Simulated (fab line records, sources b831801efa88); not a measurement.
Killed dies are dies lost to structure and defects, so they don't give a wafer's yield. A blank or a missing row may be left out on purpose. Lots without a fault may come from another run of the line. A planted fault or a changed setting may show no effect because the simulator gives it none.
fab line records | flow gf180mcu
record lots=5 wafers=15 last_day=34
route steps=602 shown POLY_GATE@174 HV_LDD@176
lots that met no fault: from a run of the same line without faults
start_h: hours from the record's first day to the start of the lot's first wafer shown | wait_h: hours since the lot's step before | " the same as in the row above | L1.1+2: a row that stands for several wafers | - no value, or no start given | * or withheld: withheld | < > ~ a bound
route shown NAME@n: a module of which the file shows steps, and the number in the route of the first | usual: mean/standard deviation of fault-free wafers | same: alike in all rows | chamber/n: place in a boat | sites: the reading at each site | _std_site: their standard deviation | _edge_site: outer sites' mean less inner sites' | radius_mm: how far each site lies from the wafer's centre | mask NAME#n: copy n | behind: the tool/chamber that last shaped the wafer | hold: why the lot was held/for how many hours/how that ended | device: the transistor (n, p or np) that didn't switch | end of line: the same wafers' tests at the end of the route | a step without rows: its recipe alone | killed: dies lost to structure and defects at the first sort, not the wafer's yield | map: a wafer's dies, x killed, . not, _ none there
set.NAME: the setting as run; set.NAME@STEP: as run at that earlier step | model.NAME: the simulator's own value behind a step, which no gauge read
lots at some steps of the route; a table a step, a row a wafer
services: from which hour (start_h, from the record's first day; less than 0 if before it) a tool's chamber was out of use, for how many hours, and why
## steps
# step GF_POLY_GATE_THK_MEAS_17
# recipe reads=SiO2_of_POLY_GATE_OXIDATION_16
# usual POLY_GATE_OXIDATION_THK=4.01/0.083
# columns lot.wafer tool chamber start_h wait_h POLY_GATE_OXIDATION_THK[nm]
L074.2 film_metro-01 - 198.88 0.0 3.89
L074.4 " - " " 3.93
L074.6 " - " " 3.96
L081.3 film_metro-03 - 246.27 0.0 4.18
L081.5 " - " " 4.11
L081.6 " - " " 4.11
L087.2 film_metro-01 - 292.06 0.0 3.97
L087.3 " - " " 3.92
L087.6 " - " " 3.96
L094.1 film_metro-04 - 343.56 0.0 4.10
L094.3 " - " " 3.95
L094.6 " - " " 3.99
L097.1 film_metro-01 - 359.06 0.0 4.00
L097.2 " - " " 4.02
L097.3 " - " " 4.01
# step GF_POLY_GATE_CD_MEAS_18
# usual cd_nm=279.3/2.1
# columns lot.wafer tool chamber start_h wait_h cd_nm
L074.2 cd_sem-02 - 198.95 0.1 279.6
L074.4 " - " " 279.0
L074.6 " - " " 277.6
L081.3 cd_sem-01 - 246.37 0.1 280.5
L081.5 " - " " 278.5
L081.6 " - " " 280.7
L087.2 cd_sem-02 - 292.14 0.1 280.7
L087.3 " - " " 280.5
L087.6 " - " " 281.9
L094.1 cd_sem-01 - 343.62 0.1 281.2
L094.3 " - " " 282.3
L094.6 " - " " 283.0
L097.1 cd_sem-02 - 359.12 0.1 278.6
L097.2 " - " " 280.3
L097.3 " - " " 278.4
# step GF_HV_LDD_DEHYDRATE_00
# recipe temp_c=200 time_s=60
# columns lot.wafer tool chamber start_h wait_h
L074.2+4+6 litho_track-01 0 207.22 8.2
L081.3+5+6 litho_track-04 0 255.73 9.3
L087.2+3+6 litho_track-01 0 301.86 9.7
L094.1+3+6 litho_track-03 0 353.05 9.4
L097.1+2+3 litho_track-01 0 370.39 11.2
# step GF_HV_LDD_HMDS_01
# recipe prime_time_s=60 prime_temp_c=120
# usual prime_temp_c=119.99/0.14
# columns lot.wafer tool chamber start_h wait_h prime_temp_c
L074.2 litho_track-01 0 207.37 0.1 119.93
L074.4 " 0 " " 119.90
L074.6 " 0 " " 119.84
L081.3 litho_track-04 0 255.88 0.1 120.20
L081.5 " 0 " " 119.97
L081.6 " 0 " " 120.25
L087.2 litho_track-01 0 302.01 0.1 119.91
L087.3 " 0 " " 120.09
L087.6 " 0 " " 120.14
L094.1 litho_track-03 0 353.20 0.1 120.18
L094.3 " 0 " " 120.10
L094.6 " 0 " " 120.02
L097.1 litho_track-01 0 370.54 0.1 119.87
L097.2 " 0 " " 120.01
L097.3 " 0 " " 120.03
# step GF_HV_LDD_COAT_02
# recipe resist=NOVOLAK spin_rpm=3000 resist_thk_nm=1000
# columns lot.wafer tool chamber start_h wait_h
L074.2+4+6 litho_track-01 0 207.52 0.1
L081.3+5+6 litho_track-04 0 256.03 0.1
L087.2+3+6 litho_track-01 0 302.16 0.1
L094.1+3+6 litho_track-03 0 353.35 0.1
L097.1+2+3 litho_track-01 0 370.69 0.1
# step GF_HV_LDD_SOFTBAKE_03
# recipe temp_c=90 time_s=60 resist=NOVOLAK
# columns lot.wafer tool chamber start_h wait_h
L074.2+4+6 litho_track-01 0 207.67 0.1
L081.3+5+6 litho_track-04 0 256.18 0.1
L087.2+3+6 litho_track-01 0 302.31 0.1
L094.1+3+6 litho_track-03 0 353.50 0.1
L097.1+2+3 litho_track-01 0 370.84 0.1
# step GF_HV_LDD_EXPOSE_04
# recipe mask_id=Nplus_LV_AREA target_cd_nm=400 na=0.6 source_shape=conventional sigma_outer=0.6 dose_mj=140
# columns lot.wafer tool chamber start_h wait_h mask
L074.2+4+6 iline_stepper-02 0 - - Nplus_LV_AREA#0
L081.3+5+6 iline_stepper-01 0 - - Nplus_LV_AREA#0
L087.2+3+6 iline_stepper-02 0 - - Nplus_LV_AREA#0
L094.1+3+6 iline_stepper-01 0 - - Nplus_LV_AREA#0
L097.1+2+3 iline_stepper-01 0 - - Nplus_LV_AREA#0
# step GF_HV_LDD_PEB_05
# recipe temp_c=withheld time_s=* resist=NOVOLAK
# columns lot.wafer tool chamber start_h wait_h
L074.2+4+6 litho_track-03 0 - -
L081.3+5+6 litho_track-01 0 - -
L087.2+3+6 litho_track-01 0 - -
L094.1+3+6 litho_track-04 0 - -
L097.1+2+3 litho_track-04 0 - -
# step GF_HV_LDD_DEVELOP_06
# recipe develop_time_s=60 dev_temp_c=23
# same develop_time_s=60
# columns lot.wafer tool chamber start_h wait_h
L074.2+4+6 litho_track-03 0 216.53 0.1
L081.3+5+6 litho_track-01 0 264.69 0.1
L087.2+3+6 litho_track-01 0 312.06 0.1
L094.1+3+6 litho_track-04 0 364.93 0.1
L097.1+2+3 litho_track-04 0 382.18 0.1
# step GF_HV_LDD_CD_MEAS_07
# recipe target_cd_nm=400
# usual cd_nm=400.8/2
# columns lot.wafer tool chamber start_h wait_h cd_nm
L074.2 cd_sem-01 - 216.68 0.1 397.7
L074.4 " - " " 399.4
L074.6 " - " " 397.4
L081.3 cd_sem-02 - 264.83 0.1 398.2
L081.5 " - " " 398.8
L081.6 " - " " 398.8
L087.2 cd_sem-02 - 312.21 0.1 401.4
L087.3 " - " " 403.7
L087.6 " - " " 401.2
L094.1 cd_sem-01 - 365.08 0.1 404.6
L094.3 " - " " 403.1
L094.6 " - " " 401.5
L097.1 cd_sem-02 - 382.33 0.1 399.3
L097.2 " - " " 401.0
L097.3 " - " " 402.1
# step GF_HV_LDD_OVL_MEAS_08
# usual HV_LDD_OVL=-0.1/1.1
# columns lot.wafer tool chamber start_h wait_h HV_LDD_OVL[nm]
L074.2 overlay-01 - 216.78 0.1 0.8
L074.4 " - " " 1.4
L074.6 " - " " 1.1
L081.3 overlay-02 - 264.92 0.1 0.9
L081.5 " - " " 1.5
L081.6 " - " " 1.3
L087.2 overlay-02 - 312.31 0.1 -0.4
L087.3 " - " " -1.1
L087.6 " - " " -0.6
L094.1 overlay-02 - 365.20 0.1 0.1
L094.3 " - " " -0.1
L094.6 " - " " 0.6
L097.1 overlay-01 - 382.45 0.1 0.3
L097.2 " - " " -0.8
L097.3 " - " " -0.5
# step GF_HV_LDD_IMPLANT_09
# recipe species=As energy_kev=40 dose_cm2=1e+14 tilt_deg=7
# columns lot.wafer tool chamber start_h wait_h
L074.2+4+6 implanter-02 0 216.84 0.0
L081.3+5+6 implanter-02 0 265.00 0.1
L087.2+3+6 implanter-03 0 312.37 0.0
L094.1+3+6 implanter-03 0 365.23 0.0
L097.1+2+3 implanter-03 0 382.48 0.0
# step GF_HV_LDD_STRIP_10
# recipe chemistry=O2/N2 power_w=1400 pressure_mtorr=1500 platen_temp_c=250 o2_flow_sccm=3000 n2_flow_sccm=300 overash_fraction=0.5
# usual drypump_motor_current_A=5.6/0.3 heater_power_w=359/26 oes_product_au=0.717/0.0047 strip_time_to_endpoint_s=12.63/0.043
# columns lot.wafer tool chamber start_h wait_h drypump_motor_current_A heater_power_w oes_product_au rf_hours_counter_h strip_time_to_endpoint_s
L074.2 plasma_asher-02 0 216.96 0.1 5.4 369 0.715 44 12.63
L074.4 " 0 " " 5.4 369 0.713 - 12.59
L074.6 " 1 " " 6.1 342 0.716 - 12.61
L081.3 plasma_asher-01 0 265.13 0.1 5.1 328 0.715 - 12.63
L081.5 " 0 " " 5.0 343 0.715 - 12.64
L081.6 " 1 " " 5.7 335 0.712 - 12.65
L087.2 plasma_asher-04 1 312.49 0.1 5.6 359 0.716 19 12.54
L087.3 " 1 " " 5.6 356 0.717 - 12.55
L087.6 " 0 " " 5.7 394 0.715 - 12.60
L094.1 plasma_asher-02 1 365.38 0.1 6.1 347 0.711 59 12.62
L094.3 " 1 " " 6.1 338 0.720 - 12.68
L094.6 " 0 " " 5.4 359 0.722 - 12.65
L097.1 plasma_asher-01 1 382.63 0.1 5.7 334 0.717 67 12.63
L097.2 " 0 " " 5.1 346 0.719 67 12.59
L097.3 " 1 " " 5.7 330 0.709 - 12.61
# step GF_HV_LDD_TW_MEAS_11
# usual HV_LDD_TW=2409/12
# columns lot.wafer tool chamber start_h wait_h HV_LDD_TW
L074.2 film_metro-01 - 217.07 0.1 2404
L074.4 " - " " 2402
L074.6 " - " " 2401
L081.3 film_metro-03 - 265.22 0.1 2420
L081.5 " - " " 2407
L081.6 " - " " 2418
L087.2 film_metro-03 - 312.60 0.1 2398
L087.3 " - " " 2415
L087.6 " - " " 2415
L094.1 film_metro-01 - 365.48 0.1 2407
L094.3 " - " " 2414
L094.6 " - " " 2405
L097.1 film_metro-03 - 382.73 0.1 2402
L097.2 " - " " 2401
L097.3 " - " " 2393
# step GF_HV_LDD_DEHYDRATE_12
# recipe temp_c=200 time_s=60
# columns lot.wafer tool chamber start_h wait_h
L074.2+4+6 litho_track-01 0 225.07 8.0
L081.3+5+6 litho_track-03 0 274.76 9.5
L087.2+3+6 litho_track-01 0 322.51 9.9
L094.1+3+6 litho_track-03 0 375.40 9.9
L097.1+2+3 litho_track-01 0 393.49 10.7
# step GF_HV_LDD_HMDS_13
# recipe prime_time_s=60 prime_temp_c=120
# usual prime_temp_c=120.00/0.13
# columns lot.wafer tool chamber start_h wait_h prime_temp_c
L074.2 litho_track-01 0 225.22 0.1 119.92
L074.4 " 0 " " 119.96
L074.6 " 0 " " 120.04
L081.3 litho_track-03 0 274.91 0.1 119.97
L081.5 " 0 " " 119.88
L081.6 " 0 " " 120.16
L087.2 litho_track-01 0 322.66 0.1 120.27
L087.3 " 0 " " 119.87
L087.6 " 0 " " 120.02
L094.1 litho_track-03 0 375.55 0.1 119.94
L094.3 " 0 " " 120.07
L094.6 " 0 " " 119.97
L097.1 litho_track-01 0 393.64 0.1 119.93
L097.2 " 0 " " 120.15
L097.3 " 0 " " 119.86
# step GF_HV_LDD_COAT_14
# recipe resist=NOVOLAK spin_rpm=3000 resist_thk_nm=1000
# columns lot.wafer tool chamber start_h wait_h
L074.2+4+6 litho_track-01 0 225.37 0.1
L081.3+5+6 litho_track-03 0 275.06 0.1
L087.2+3+6 litho_track-01 0 322.81 0.1
L094.1+3+6 litho_track-03 0 375.70 0.1
L097.1+2+3 litho_track-01 0 393.79 0.1
# step GF_HV_LDD_SOFTBAKE_15
# recipe temp_c=90 time_s=60 resist=NOVOLAK
# columns lot.wafer tool chamber start_h wait_h
L074.2+4+6 litho_track-01 0 225.52 0.1
L081.3+5+6 litho_track-03 0 275.21 0.1
L087.2+3+6 litho_track-01 0 322.96 0.1
L094.1+3+6 litho_track-03 0 375.85 0.1
L097.1+2+3 litho_track-01 0 393.94 0.1
# step GF_HV_LDD_EXPOSE_16
# recipe mask_id=Pplus_LV_AREA target_cd_nm=400 na=0.6 source_shape=conventional sigma_outer=0.6 dose_mj=140
# columns lot.wafer tool chamber start_h wait_h mask
L074.2+4+6 iline_stepper-02 0 - - Pplus_LV_AREA#0
L081.3+5+6 iline_stepper-01 0 - - Pplus_LV_AREA#0
L087.2+3+6 iline_stepper-02 0 - - Pplus_LV_AREA#0
L094.1+3+6 iline_stepper-01 0 - - Pplus_LV_AREA#0
L097.1+2+3 iline_stepper-01 0 - - Pplus_LV_AREA#0
# step GF_HV_LDD_PEB_17
# recipe temp_c=withheld time_s=* resist=NOVOLAK
# columns lot.wafer tool chamber start_h wait_h
L074.2+4+6 litho_track-04 0 - -
L081.3+5+6 litho_track-01 0 - -
L087.2+3+6 litho_track-03 0 - -
L094.1+3+6 litho_track-03 0 - -
L097.1+2+3 litho_track-04 0 - -
# step GF_HV_LDD_DEVELOP_18
# recipe develop_time_s=62.84 dev_temp_c=23
# same develop_time_s=62.84
# columns lot.wafer tool chamber start_h wait_h
L074.2+4+6 litho_track-04 0 235.05 0.1
L081.3+5+6 litho_track-01 0 284.34 0.1
L087.2+3+6 litho_track-03 0 332.93 0.1
L094.1+3+6 litho_track-03 0 386.90 0.1
L097.1+2+3 litho_track-04 0 405.68 0.1
# step GF_HV_LDD_CD_MEAS_19
# recipe target_cd_nm=400
# usual cd_nm=404.7/2.2
# columns lot.wafer tool chamber start_h wait_h cd_nm
L074.2 cd_sem-02 - 235.30 0.2 405.2
L074.4 " - " " 403.3
L074.6 " - " " 406.8
L081.3 cd_sem-02 - 284.48 0.1 405.3
L081.5 " - " " 403.7
L081.6 " - " " 403.1
L087.2 cd_sem-02 - 333.18 0.2 404.5
L087.3 " - " " 404.6
L087.6 " - " " 404.5
L094.1 cd_sem-02 - 387.05 0.1 406.3
L094.3 " - " " 406.3
L094.6 " - " " 406.0
L097.1 cd_sem-01 - 405.83 0.1 401.5
L097.2 " - " " 405.9
L097.3 " - " " 405.3
# step GF_HV_LDD_OVL_MEAS_20
# usual HV_LDD_01_OVL=-0.1/1.3
# columns lot.wafer tool chamber start_h wait_h HV_LDD_01_OVL[nm]
L074.2 overlay-01 - 235.41 0.1 0.9
L074.4 " - " " 1.4
L074.6 " - " " 1.2
L081.3 overlay-01 - 284.57 0.1 0.7
L081.5 " - " " 0.4
L081.6 " - " " -1.8
L087.2 overlay-02 - 333.28 0.1 -0.9
L087.3 " - " " -1.0
L087.6 " - " " -0.6
L094.1 overlay-02 - 387.17 0.1 0.5
L094.3 " - " " 0.8
L094.6 " - " " 0.5
L097.1 overlay-02 - 405.95 0.1 -1.2
L097.2 " - " " 0.8
L097.3 " - " " -1.0
# step GF_HV_LDD_IMPLANT_21
# recipe species=BF2 energy_kev=25 dose_cm2=5e+13 tilt_deg=7
# columns lot.wafer tool chamber start_h wait_h
L074.2+4+6 implanter-01 0 235.46 0.0
L081.3+5+6 implanter-03 0 284.65 0.1
L087.2+3+6 implanter-02 0 333.34 0.0
L094.1+3+6 implanter-02 0 387.21 0.0
L097.1+2+3 implanter-02 0 405.98 0.0
# step GF_HV_LDD_STRIP_22
# recipe chemistry=O2/N2 power_w=1400 pressure_mtorr=1500 platen_temp_c=250 o2_flow_sccm=3000 n2_flow_sccm=300 overash_fraction=0.5
# usual drypump_motor_current_A=5.6/0.36 heater_power_w=348/20 oes_product_au=0.716/0.0046 strip_time_to_endpoint_s=12.63/0.044
# columns lot.wafer tool chamber start_h wait_h drypump_motor_current_A heater_power_w oes_product_au rf_hours_counter_h strip_time_to_endpoint_s
L074.2 plasma_asher-02 1 235.59 0.1 6.1 353 0.720 45 12.56
L074.4 " 0 " " 5.4 377 0.713 - 12.60
L074.6 " 1 " " 6.1 335 0.720 - 12.56
L081.3 plasma_asher-01 1 284.78 0.1 5.7 336 0.719 - 12.66
L081.5 " 0 " " 5.1 358 0.716 - 12.64
L081.6 " 1 " " 5.7 323 0.720 - 12.61
L087.2 plasma_asher-02 1 333.46 0.1 6.0 332 0.719 56 12.53
L087.3 " 1 " " 6.1 333 0.722 - 12.57
L087.6 " 0 " " 5.4 363 0.725 - 12.54
L094.1 plasma_asher-01 1 387.36 0.1 5.7 329 0.717 67 12.66
L094.3 " 0 " " 5.1 340 0.714 - 12.64
L094.6 " 0 " " 5.0 337 0.718 - 12.65
L097.1 plasma_asher-02 0 406.13 0.1 5.4 362 0.723 62 12.65
L097.2 " 1 " " 6.1 331 0.721 62 12.62
L097.3 " 0 " " 5.4 368 0.717 - 12.67
# step GF_HV_LDD_TW_MEAS_23
# usual HV_LDD_2_TW=1054/5.2
# columns lot.wafer tool chamber start_h wait_h HV_LDD_2_TW
L074.2 film_metro-01 - 235.70 0.1 1056
L074.4 " - " " 1053
L074.6 " - " " 1055
L081.3 film_metro-03 - 284.87 0.1 1060
L081.5 " - " " 1060
L081.6 " - " " 1061
L087.2 film_metro-01 - 333.57 0.1 1062
L087.3 " - " " 1057
L087.6 " - " " 1061
L094.1 film_metro-03 - 387.46 0.1 1061
L094.3 " - " " 1064
L094.6 " - " " 1061
L097.1 film_metro-03 - 406.23 0.1 1058
L097.2 " - " " 1059
L097.3 " - " " 1060
# step GF_HV_LDD_DEHYDRATE_24
# recipe temp_c=200 time_s=60
# columns lot.wafer tool chamber start_h wait_h
L074.2+4+6 litho_track-01 0 243.67 8.0
L081.3+5+6 litho_track-01 0 294.69 9.8
L087.2+3+6 litho_track-03 0 344.13 10.5
L094.1+3+6 litho_track-01 0 398.64 11.2
L097.1+2+3 litho_track-03 0 417.60 11.4
# step GF_HV_LDD_HMDS_25
# recipe prime_time_s=60 prime_temp_c=120
# usual prime_temp_c=120.00/0.15
# columns lot.wafer tool chamber start_h wait_h prime_temp_c
L074.2 litho_track-01 0 243.82 0.1 120.00
L074.4 " 0 " " 120.15
L074.6 " 0 " " 120.00
L081.3 litho_track-01 0 294.84 0.1 119.83
L081.5 " 0 " " 120.05
L081.6 " 0 " " 119.91
L087.2 litho_track-03 0 344.28 0.1 119.81
L087.3 " 0 " " 120.04
L087.6 " 0 " " 119.93
L094.1 litho_track-01 0 398.79 0.1 119.91
L094.3 " 0 " " 119.99
L094.6 " 0 " " 119.93
L097.1 litho_track-03 0 417.75 0.1 120.20
L097.2 " 0 " " 119.99
L097.3 " 0 " " 120.11
# step GF_HV_LDD_COAT_26
# recipe resist=NOVOLAK spin_rpm=3000 resist_thk_nm=1000
# columns lot.wafer tool chamber start_h wait_h
L074.2+4+6 litho_track-01 0 243.97 0.1
L081.3+5+6 litho_track-01 0 294.99 0.1
L087.2+3+6 litho_track-03 0 344.43 0.1
L094.1+3+6 litho_track-01 0 398.94 0.1
L097.1+2+3 litho_track-03 0 417.90 0.1
# step GF_HV_LDD_SOFTBAKE_27
# recipe temp_c=90 time_s=60 resist=NOVOLAK
# columns lot.wafer tool chamber start_h wait_h
L074.2+4+6 litho_track-01 0 244.12 0.1
L081.3+5+6 litho_track-01 0 295.14 0.1
L087.2+3+6 litho_track-03 0 344.58 0.1
L094.1+3+6 litho_track-01 0 399.09 0.1
L097.1+2+3 litho_track-03 0 418.05 0.1
# step GF_HV_LDD_EXPOSE_28
# recipe mask_id=Nplus_HV_AREA target_cd_nm=400 na=0.6 source_shape=conventional sigma_outer=0.6 dose_mj=140
# columns lot.wafer tool chamber start_h wait_h mask
L074.2+4+6 iline_stepper-02 0 - - Nplus_HV_AREA#0
L081.3+5+6 iline_stepper-02 0 - - Nplus_HV_AREA#0
L087.2+3+6 iline_stepper-02 0 - - Nplus_HV_AREA#0
L094.1+3+6 iline_stepper-02 0 - - Nplus_HV_AREA#0
L097.1+2+3 iline_stepper-02 0 - - Nplus_HV_AREA#0
# step GF_HV_LDD_PEB_29
# recipe temp_c=withheld time_s=* resist=NOVOLAK
# columns lot.wafer tool chamber start_h wait_h
L074.2+4+6 litho_track-03 0 - -
L081.3+5+6 litho_track-04 0 - -
L087.2+3+6 litho_track-01 0 - -
L094.1+3+6 litho_track-01 0 - -
L097.1+2+3 litho_track-03 0 - -
# step GF_HV_LDD_DEVELOP_30
# recipe develop_time_s=60 dev_temp_c=23
# same develop_time_s=60
# columns lot.wafer tool chamber start_h wait_h
L074.2+4+6 litho_track-03 0 253.18 0.1
L081.3+5+6 litho_track-04 0 304.93 0.1
L087.2+3+6 litho_track-01 0 355.01 0.1
L094.1+3+6 litho_track-01 0 410.44 0.1
L097.1+2+3 litho_track-03 0 429.55 0.1
# step GF_HV_LDD_CD_MEAS_31
# recipe target_cd_nm=400
# usual cd_nm=400.5/2.2
# columns lot.wafer tool chamber start_h wait_h cd_nm
L074.2 cd_sem-01 - 253.33 0.1 402.6
L074.4 " - " " 402.7
L074.6 " - " " 399.6
L081.3 cd_sem-02 - 305.07 0.1 399.6
L081.5 " - " " 400.6
L081.6 " - " " 400.1
L087.2 cd_sem-01 - 355.16 0.1 406.0
L087.3 " - " " 406.5
L087.6 " - " " 404.0
L094.1 cd_sem-02 - 410.59 0.1 396.8
L094.3 " - " " 396.4
L094.6 " - " " 395.3
L097.1 cd_sem-02 - 429.70 0.1 402.3
L097.2 " - " " 402.8
L097.3 " - " " 403.2
# step GF_HV_LDD_OVL_MEAS_32
# usual HV_LDD_02_OVL=-0.6/1.2
# columns lot.wafer tool chamber start_h wait_h HV_LDD_02_OVL[nm]
L074.2 overlay-01 - 253.43 0.1 -0.4
L074.4 " - " " 0.0
L074.6 " - " " 0.0
L081.3 overlay-01 - 305.16 0.1 1.2
L081.5 " - " " -1.7
L081.6 " - " " 0.7
L087.2 overlay-02 - 355.26 0.1 -1.6
L087.3 " - " " 0.2
L087.6 " - " " 0.2
L094.1 overlay-01 - 410.71 0.1 -0.3
L094.3 " - " " 0.2
L094.6 " - " " 0.1
L097.1 overlay-01 - 429.82 0.1 -1.0
L097.2 " - " " -2.0
L097.3 " - " " -1.4
# step GF_HV_LDD_IMPLANT_33
# recipe species=P energy_kev=60 dose_cm2=7.5e+12 tilt_deg=30 rotation_deg=0
# columns lot.wafer tool chamber start_h wait_h
L074.2+4+6 implanter-01 0 253.49 0.0
L081.3+5+6 implanter-01 0 305.23 0.1
L087.2+3+6 implanter-02 0 355.32 0.0
L094.1+3+6 implanter-02 0 410.74 0.0
L097.1+2+3 implanter-01 0 429.86 0.0
# step GF_HV_LDD_IMPLANT_34
# recipe species=P energy_kev=60 dose_cm2=7.5e+12 tilt_deg=30 rotation_deg=90
# columns lot.wafer tool chamber start_h wait_h
L074.2+4+6 implanter-01 0 253.64 0.1
L081.3+5+6 implanter-01 0 305.38 0.1
L087.2+3+6 implanter-02 0 355.47 0.1
L094.1+3+6 implanter-02 0 410.89 0.1
L097.1+2+3 implanter-01 0 430.01 0.1
# step GF_HV_LDD_IMPLANT_35
# recipe species=P energy_kev=60 dose_cm2=7.5e+12 tilt_deg=30 rotation_deg=180
# columns lot.wafer tool chamber start_h wait_h
L074.2+4+6 implanter-01 0 253.79 0.1
L081.3+5+6 implanter-01 0 305.53 0.1
L087.2+3+6 implanter-02 0 355.62 0.1
L094.1+3+6 implanter-02 0 411.04 0.1
L097.1+2+3 implanter-01 0 430.16 0.1
# step GF_HV_LDD_IMPLANT_36
# recipe species=P energy_kev=60 dose_cm2=7.5e+12 tilt_deg=30 rotation_deg=270
# columns lot.wafer tool chamber start_h wait_h
L074.2+4+6 implanter-01 0 253.94 0.1
L081.3+5+6 implanter-01 0 305.68 0.1
L087.2+3+6 implanter-02 0 355.77 0.1
L094.1+3+6 implanter-02 0 411.19 0.1
L097.1+2+3 implanter-01 0 430.31 0.1
# step GF_HV_LDD_STRIP_37
# recipe chemistry=O2/N2 power_w=1400 pressure_mtorr=1500 platen_temp_c=250 o2_flow_sccm=3000 n2_flow_sccm=300 overash_fraction=0.5
# usual drypump_motor_current_A=5.6/0.32 heater_power_w=354/27 oes_product_au=0.716/0.0045 strip_time_to_endpoint_s=12.63/0.034
# columns lot.wafer tool chamber start_h wait_h drypump_motor_current_A heater_power_w oes_product_au rf_hours_counter_h strip_time_to_endpoint_s
L074.2 plasma_asher-01 1 254.06 0.1 5.7 333 0.716 54 12.62
L074.4 " 1 " " 5.7 335 0.713 - 12.59
L074.6 " 1 " " 5.7 328 0.722 - 12.67
L081.3 plasma_asher-01 1 305.82 0.1 5.7 329 0.709 - 12.57
L081.5 " 0 " " 5.1 342 0.713 - 12.57
L081.6 " 1 " " 5.7 332 0.710 - 12.55
L087.2 plasma_asher-04 0 355.89 0.1 5.7 407 0.715 24 12.59
L087.3 " 0 " " 5.7 415 0.717 - 12.63
L087.6 " 1 " " 5.6 350 0.719 - 12.66
L094.1 plasma_asher-02 1 411.34 0.1 6.0 333 0.713 63 12.61
L094.3 " 1 " " 6.0 335 0.716 - 12.63
L094.6 " 1 " " 6.0 340 0.714 - 12.63
L097.1 plasma_asher-01 0 430.46 0.1 5.1 350 0.709 0 12.68
L097.2 " 1 " " 5.7 323 0.710 0 12.68
L097.3 " 0 " " 5.1 350 0.715 - 12.71
# step GF_HV_LDD_TW_MEAS_38
# usual HV_LDD_3_TW=1435/6.9
# columns lot.wafer tool chamber start_h wait_h HV_LDD_3_TW
L074.2 film_metro-01 - 254.17 0.1 1435
L074.4 " - " " 1438
L074.6 " - " " 1433
L081.3 film_metro-01 - 305.90 0.1 1426
L081.5 " - " " 1427
L081.6 " - " " 1427
L087.2 film_metro-01 - 356.00 0.1 1427
L087.3 " - " " 1431
L087.6 " - " " 1437
L094.1 film_metro-02 - 411.44 0.1 1434
L094.3 " - " " 1442
L094.6 " - " " 1438
L097.1 film_metro-03 - 430.56 0.1 1432
L097.2 " - " " 1428
L097.3 " - " " 1445
# step GF_HV_LDD_DEHYDRATE_39
# recipe temp_c=200 time_s=60
# columns lot.wafer tool chamber start_h wait_h
L074.2+4+6 litho_track-01 0 262.86 8.7
L081.3+5+6 litho_track-03 0 315.75 9.8
L087.2+3+6 litho_track-03 0 366.93 10.9
L094.1+3+6 litho_track-04 0 422.88 11.4
L097.1+2+3 litho_track-01 0 442.49 11.9
# step GF_HV_LDD_HMDS_40
# recipe prime_time_s=60 prime_temp_c=120
# usual prime_temp_c=119.99/0.13
# columns lot.wafer tool chamber start_h wait_h prime_temp_c
L074.2 litho_track-01 0 263.01 0.1 120.25
L074.4 " 0 " " 119.97
L074.6 " 0 " " 120.07
L081.3 litho_track-03 0 315.90 0.1 119.63
L081.5 " 0 " " 120.08
L081.6 " 0 " " 120.03
L087.2 litho_track-03 0 367.08 0.1 119.80
L087.3 " 0 " " 119.84
L087.6 " 0 " " 119.94
L094.1 litho_track-04 0 423.03 0.1 120.12
L094.3 " 0 " " 120.21
L094.6 " 0 " " 120.13
L097.1 litho_track-01 0 442.64 0.1 119.97
L097.2 " 0 " " 120.12
L097.3 " 0 " " 119.94
# step GF_HV_LDD_COAT_41
# recipe resist=NOVOLAK spin_rpm=3000 resist_thk_nm=1000
# columns lot.wafer tool chamber start_h wait_h
L074.2+4+6 litho_track-01 0 263.16 0.1
L081.3+5+6 litho_track-03 0 316.05 0.1
L087.2+3+6 litho_track-03 0 367.23 0.1
L094.1+3+6 litho_track-04 0 423.18 0.1
L097.1+2+3 litho_track-01 0 442.79 0.1
# step GF_HV_LDD_SOFTBAKE_42
# recipe temp_c=90 time_s=60 resist=NOVOLAK
# columns lot.wafer tool chamber start_h wait_h
L074.2+4+6 litho_track-01 0 263.31 0.1
L081.3+5+6 litho_track-03 0 316.20 0.1
L087.2+3+6 litho_track-03 0 367.38 0.1
L094.1+3+6 litho_track-04 0 423.33 0.1
L097.1+2+3 litho_track-01 0 442.94 0.1
# step GF_HV_LDD_EXPOSE_43
# recipe mask_id=Pplus_HV_AREA target_cd_nm=400 na=0.6 source_shape=conventional sigma_outer=0.6 dose_mj=140
# columns lot.wafer tool chamber start_h wait_h mask
L074.2+4+6 iline_stepper-02 0 - - Pplus_HV_AREA#0
L081.3+5+6 iline_stepper-02 0 - - Pplus_HV_AREA#0
L087.2+3+6 iline_stepper-02 0 - - Pplus_HV_AREA#0
L094.1+3+6 iline_stepper-01 0 - - Pplus_HV_AREA#0
L097.1+2+3 iline_stepper-02 0 - - Pplus_HV_AREA#0
# step GF_HV_LDD_PEB_44
# recipe temp_c=withheld time_s=* resist=NOVOLAK
# columns lot.wafer tool chamber start_h wait_h
L074.2+4+6 litho_track-03 0 - -
L081.3+5+6 litho_track-03 0 - -
L087.2+3+6 litho_track-04 0 - -
L094.1+3+6 litho_track-03 0 - -
L097.1+2+3 litho_track-03 0 - -
# step GF_HV_LDD_DEVELOP_45
# recipe develop_time_s=60 dev_temp_c=23.45
# same develop_time_s=60
# columns lot.wafer tool chamber start_h wait_h
L074.2+4+6 litho_track-03 0 273.38 0.1
L081.3+5+6 litho_track-03 0 326.10 0.1
L087.2+3+6 litho_track-04 0 378.00 0.1
L094.1+3+6 litho_track-03 0 435.35 0.1
L097.1+2+3 litho_track-03 0 454.65 0.1
## services
# columns tool chamber start_h hours kind
plasma_asher-01 - 191.34 0.5 repair
iline_stepper-02 - 192.12 3.5 repair
plasma_asher-01 - 204.39 9.4 repair
implanter-01 - 204.88 6.6 pm
iline_stepper-02 - 212.31 4.4 pm
iline_stepper-02 - 216.76 1.7 pm
implanter-03 - 228.37 5.5 pm
implanter-02 - 232.30 3.4 repair
iline_stepper-01 - 236.72 1.7 pm
plasma_asher-04 - 241.35 14.6 pm
implanter-02 - 251.22 6.6 repair
implanter-02 - 274.72 1.5 repair
implanter-02 - 278.55 4.1 pm
plasma_asher-04 - 284.80 1.0 repair
iline_stepper-01 - 286.40 33.8 repair
plasma_asher-01 - 317.65 3.2 repair
plasma_asher-01 - 330.37 0.3 repair
iline_stepper-01 - 331.40 19.1 repair
implanter-03 - 344.11 2.1 repair
implanter-02 - 361.64 1.4 repair
plasma_asher-02 - 373.79 15.6 pm
plasma_asher-01 - 421.25 9.0 pm
iline_stepper-02 - 434.53 1.7 pm
implanter-02 - 435.73 22.9 repair
## key
fault none
